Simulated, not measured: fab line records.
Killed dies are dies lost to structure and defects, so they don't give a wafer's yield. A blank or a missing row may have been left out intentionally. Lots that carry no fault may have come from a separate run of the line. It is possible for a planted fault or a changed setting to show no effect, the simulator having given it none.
Matching of chambers || flow gf180mcu || 4 sister chambers for GF_V4_ETCH_16 on rieDiel-02
The step etches BARC in N2/H2. 20 wafers are shown with their chamber, then 10 later ones without.

== EACH WAFER AND ITS CHAMBER ==
{"wafer": "L074.3", "chamber": 0, "drypumpMotorCurrentA (A)": 4.9, "oesProductAu (a.u.)": 0.860, "rfFwdPowerW (W)": 496.4}
{"wafer": "L074.5", "chamber": 3, "drypumpMotorCurrentA (A)": 5.3, "oesProductAu (a.u.)": 0.853, "rfFwdPowerW (W)": 492.0}
{"wafer": "L074.6", "chamber": 0, "drypumpMotorCurrentA (A)": 4.9, "oesProductAu (a.u.)": 0.864, "rfFwdPowerW (W)": 493.1}
{"wafer": "L078.1", "chamber": 2, "drypumpMotorCurrentA (A)": 5.6, "oesProductAu (a.u.)": 0.864, "rfFwdPowerW (W)": 495.4}
{"wafer": "L078.2", "chamber": 1, "drypumpMotorCurrentA (A)": 5.9, "oesProductAu (a.u.)": 0.847, "rfFwdPowerW (W)": 491.3}
{"wafer": "L078.4", "chamber": 0, "drypumpMotorCurrentA (A)": 4.9, "oesProductAu (a.u.)": 0.857, "rfFwdPowerW (W)": 495.6}
{"wafer": "L081.1", "chamber": 0, "drypumpMotorCurrentA (A)": 4.9, "oesProductAu (a.u.)": 0.852, "rfFwdPowerW (W)": 492.8}
{"wafer": "L081.2", "chamber": 3, "drypumpMotorCurrentA (A)": 5.3, "oesProductAu (a.u.)": 0.856, "rfFwdPowerW (W)": 494.9}
{"wafer": "L081.6", "chamber": 3, "drypumpMotorCurrentA (A)": 5.3, "oesProductAu (a.u.)": 0.854, "rfFwdPowerW (W)": 494.5}
{"wafer": "L084.1", "chamber": 1, "drypumpMotorCurrentA (A)": 6.0, "oesProductAu (a.u.)": 0.851, "rfFwdPowerW (W)": 495.9}
{"wafer": "L084.2", "chamber": 3, "drypumpMotorCurrentA (A)": 5.3, "oesProductAu (a.u.)": 0.859, "rfFwdPowerW (W)": 493.2}
{"wafer": "L084.4", "chamber": 0, "drypumpMotorCurrentA (A)": 4.9, "oesProductAu (a.u.)": 0.856, "rfFwdPowerW (W)": 494.9}
{"wafer": "L085.2", "chamber": 1, "drypumpMotorCurrentA (A)": 6.0, "oesProductAu (a.u.)": 0.865, "rfFwdPowerW (W)": 494.9}
{"wafer": "L085.3", "chamber": 3, "drypumpMotorCurrentA (A)": 5.3, "oesProductAu (a.u.)": 0.864, "rfFwdPowerW (W)": 494.0}
{"wafer": "L085.5", "chamber": 1, "drypumpMotorCurrentA (A)": 6.0, "oesProductAu (a.u.)": 0.859, "rfFwdPowerW (W)": 494.6}
{"wafer": "L087.4", "chamber": 3, "drypumpMotorCurrentA (A)": 5.3, "oesProductAu (a.u.)": 0.866, "rfFwdPowerW (W)": 494.8}
{"wafer": "L087.5", "chamber": 3, "drypumpMotorCurrentA (A)": 5.3, "oesProductAu (a.u.)": 0.856, "rfFwdPowerW (W)": 492.4}
{"wafer": "L087.6", "chamber": 0, "drypumpMotorCurrentA (A)": 4.9, "oesProductAu (a.u.)": 0.860, "rfFwdPowerW (W)": 492.4}
{"wafer": "L088.1", "chamber": 0, "drypumpMotorCurrentA (A)": 4.9, "oesProductAu (a.u.)": 0.855, "rfFwdPowerW (W)": 495.4}
{"wafer": "L088.3", "chamber": 3, "drypumpMotorCurrentA (A)": 5.3, "oesProductAu (a.u.)": 0.855, "rfFwdPowerW (W)": 493.1}

SIGNATURES, as means of the wafers listed above
{"reading": "drypumpMotorCurrentA", "chamber 0": 4.900, "chamber 1": 5.975, "chamber 2": 5.600, "chamber 3": 5.300, "scatter within a chamber": 0.0217}
{"reading": "oesProductAu", "chamber 0": 0.85771, "chamber 1": 0.85550, "chamber 2": 0.86400, "chamber 3": 0.85787, "scatter within a chamber": 0.00529}
{"reading": "rfFwdPowerW", "chamber 0": 494.371, "chamber 1": 494.175, "chamber 2": 495.400, "chamber 3": 493.613, "scatter within a chamber": 1.49}
Rule: for a wafer and a chamber, the distance is found by dividing, reading by reading, the gap between the wafer's reading and the chamber's mean by the reading's scatter, squaring, summing and taking the root. If the next closest chamber is less than 2 further off than the closest, the wafer can't be placed; otherwise it belongs to the closest. How the scatter is found: for the shown wafers, subtract from each reading the mean of its chamber, square and add these, divide the total by (wafers less chambers), then take the root.

== WAFERS MISSING THEIR CHAMBER ==
{"wafer": "L088.5", "drypumpMotorCurrentA (A)": 5.9, "oesProductAu (a.u.)": 0.851, "rfFwdPowerW (W)": 497.5}
{"wafer": "L091.1", "drypumpMotorCurrentA (A)": 5.3, "oesProductAu (a.u.)": 0.852, "rfFwdPowerW (W)": 493.5}
{"wafer": "L091.4", "drypumpMotorCurrentA (A)": 6.0, "oesProductAu (a.u.)": 0.857, "rfFwdPowerW (W)": 496.9}
{"wafer": "L091.5", "drypumpMotorCurrentA (A)": 5.5, "oesProductAu (a.u.)": 0.854, "rfFwdPowerW (W)": 496.8}
{"wafer": "L095.3", "drypumpMotorCurrentA (A)": 5.6, "oesProductAu (a.u.)": 0.847, "rfFwdPowerW (W)": 495.1}
{"wafer": "L095.5", "drypumpMotorCurrentA (A)": 5.6, "oesProductAu (a.u.)": 0.848, "rfFwdPowerW (W)": 496.9}
{"wafer": "L095.6", "drypumpMotorCurrentA (A)": 5.3, "oesProductAu (a.u.)": 0.857, "rfFwdPowerW (W)": 495.9}
{"wafer": "L096.1", "drypumpMotorCurrentA (A)": 5.6, "oesProductAu (a.u.)": 0.859, "rfFwdPowerW (W)": 498.7}
{"wafer": "L096.3", "drypumpMotorCurrentA (A)": 5.3, "oesProductAu (a.u.)": 0.855, "rfFwdPowerW (W)": 495.1}
{"wafer": "L096.5", "drypumpMotorCurrentA (A)": 4.9, "oesProductAu (a.u.)": 0.849, "rfFwdPowerW (W)": 492.2}

== CHAMBER TAKEN BY EACH ==
{"wafer": "L088.5", "from the rows above": 1, "in truth": 1}
{"wafer": "L091.1", "from the rows above": 3, "in truth": 3}
{"wafer": "L091.4", "from the rows above": 1, "in truth": 1}
{"wafer": "L091.5", "from the rows above": 2, "in truth": 2}
{"wafer": "L095.3", "from the rows above": 2, "in truth": 2}
{"wafer": "L095.5", "from the rows above": 2, "in truth": 2}
{"wafer": "L095.6", "from the rows above": 3, "in truth": 3}
{"wafer": "L096.1", "from the rows above": 2, "in truth": 2}
{"wafer": "L096.3", "from the rows above": 3, "in truth": 3}
{"wafer": "L096.5", "from the rows above": 0, "in truth": 0}
Placed correctly: 10 of 10. From these rows, 0 cannot be placed. Placed wrongly: 0.
